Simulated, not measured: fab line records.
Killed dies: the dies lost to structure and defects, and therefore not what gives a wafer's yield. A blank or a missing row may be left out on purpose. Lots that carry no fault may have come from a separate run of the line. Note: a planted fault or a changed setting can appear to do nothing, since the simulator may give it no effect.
Which tool is to blame? || flow sky130 || Sampling: 13 lots, 39 wafers, 2 of 708 route steps

## WHAT EACH GAUGE READ, for each wafer
SKY_VIA3_THK_MEAS_23: measures by xrf. Usual: VIA3_W_THK 385 nm, standard deviation 5.2.
{"lot": "L570", "measured": "day 39 19:26", "on": "film_metro-01", "VIA3_W_THK (nm)": "385 398 390", "flag": ""}
{"lot": "L571", "measured": "day 39 20:37", "on": "film_metro-02", "VIA3_W_THK (nm)": "387 385 385", "flag": ""}
{"lot": "L574", "measured": "day 40 03:23", "on": "film_metro-02", "VIA3_W_THK (nm)": "390 382 379", "flag": ""}
{"lot": "L576", "measured": "day 41 01:59", "on": "film_metro-03", "VIA3_W_THK (nm)": "388 386 387", "flag": ""}
{"lot": "L581", "measured": "day 42 12:59", "on": "film_metro-02", "VIA3_W_THK (nm)": "381 380 381", "flag": ""}
{"lot": "L583", "measured": "day 43 06:22", "on": "film_metro-03", "VIA3_W_THK (nm)": "375 380 380", "flag": ""}
{"lot": "L585", "measured": "day 43 18:49", "on": "film_metro-02", "VIA3_W_THK (nm)": "383 380 380", "flag": ""}
{"lot": "L586", "measured": "day 44 14:31", "on": "film_metro-01", "VIA3_W_THK (nm)": "387 393 386", "flag": ""}
{"lot": "L587", "measured": "day 44 15:17", "on": "film_metro-03", "VIA3_W_THK (nm)": "373 371 375", "flag": ""}
{"lot": "L590", "measured": "day 44 23:28", "on": "film_metro-02", "VIA3_W_THK (nm)": "380 379 383", "flag": ""}
{"lot": "L591", "measured": "day 45 10:35", "on": "film_metro-02", "VIA3_W_THK (nm)": "383 385 389", "flag": ""}
{"lot": "L592", "measured": "day 45 15:41", "on": "film_metro-03", "VIA3_W_THK (nm)": "383 383 383", "flag": ""}
{"lot": "L593", "measured": "day 46 05:26", "on": "film_metro-01", "VIA3_W_THK (nm)": "385 391 393", "flag": ""}

## EACH LOT AND THE TOOL THAT RAN IT (in order: tool; ch and the chambers of the sampled wafers; start)
{"lot": "L570", "SKY_GATE_OXIDE_OXIDATION_16": "furnace-02 ch 0, day 14 06:58"}
{"lot": "L571", "SKY_GATE_OXIDE_OXIDATION_16": "furnace-02 ch 0, day 14 06:58"}
{"lot": "L574", "SKY_GATE_OXIDE_OXIDATION_16": "furnace-02 ch 0, day 14 16:30"}
{"lot": "L576", "SKY_GATE_OXIDE_OXIDATION_16": "furnace-01 ch 0, day 15 13:32"}
{"lot": "L581", "SKY_GATE_OXIDE_OXIDATION_16": "furnace-02 ch 0, day 17 09:26"}
{"lot": "L583", "SKY_GATE_OXIDE_OXIDATION_16": "furnace-02 ch 0, day 18 00:42"}
{"lot": "L585", "SKY_GATE_OXIDE_OXIDATION_16": "furnace-01 ch 0, day 19 01:41"}
{"lot": "L586", "SKY_GATE_OXIDE_OXIDATION_16": "furnace-01 ch 0, day 19 10:04"}
{"lot": "L587", "SKY_GATE_OXIDE_OXIDATION_16": "furnace-01 ch 0, day 19 19:31"}
{"lot": "L590", "SKY_GATE_OXIDE_OXIDATION_16": "furnace-01 ch 0, day 20 12:44"}
{"lot": "L591", "SKY_GATE_OXIDE_OXIDATION_16": "furnace-02 ch 0, day 20 21:40"}
{"lot": "L592", "SKY_GATE_OXIDE_OXIDATION_16": "furnace-01 ch 0, day 21 13:20"}
{"lot": "L593", "SKY_GATE_OXIDE_OXIDATION_16": "furnace-02 ch 0, day 22 10:43"}
- SKY_GATE_OXIDE_OXIDATION_16: stabilise 600 s, purge 300 s, target thk 3.57 nm.

## WHAT THE TOOLS THEMSELVES READ (means of the sampled wafers that have a number; where no wafer has one, the mark that the record gives instead)
The record holds no such reading with a usual standard deviation.

## THE ANSWER, worked out from the rows above alone
Rule: take the mean of a lot's wafers that have a number; if it is more than 3 standard deviations from the usual mean, the lot is off. A lot without any number at a reading at which 4 lots or more have one is off too. The other lots that the step has rows for count as sound. After the gauges, taken in route order, come the tools' own readings; for these a lot's mean is taken, as printed above. At the first step where some lot is off, the reading lying furthest off is the one used; lots without a number count as furthest.
No lot is off on any of the readings shown, so nothing can be concluded from this.

## WHAT THE SIMULATOR HAD PUT IN
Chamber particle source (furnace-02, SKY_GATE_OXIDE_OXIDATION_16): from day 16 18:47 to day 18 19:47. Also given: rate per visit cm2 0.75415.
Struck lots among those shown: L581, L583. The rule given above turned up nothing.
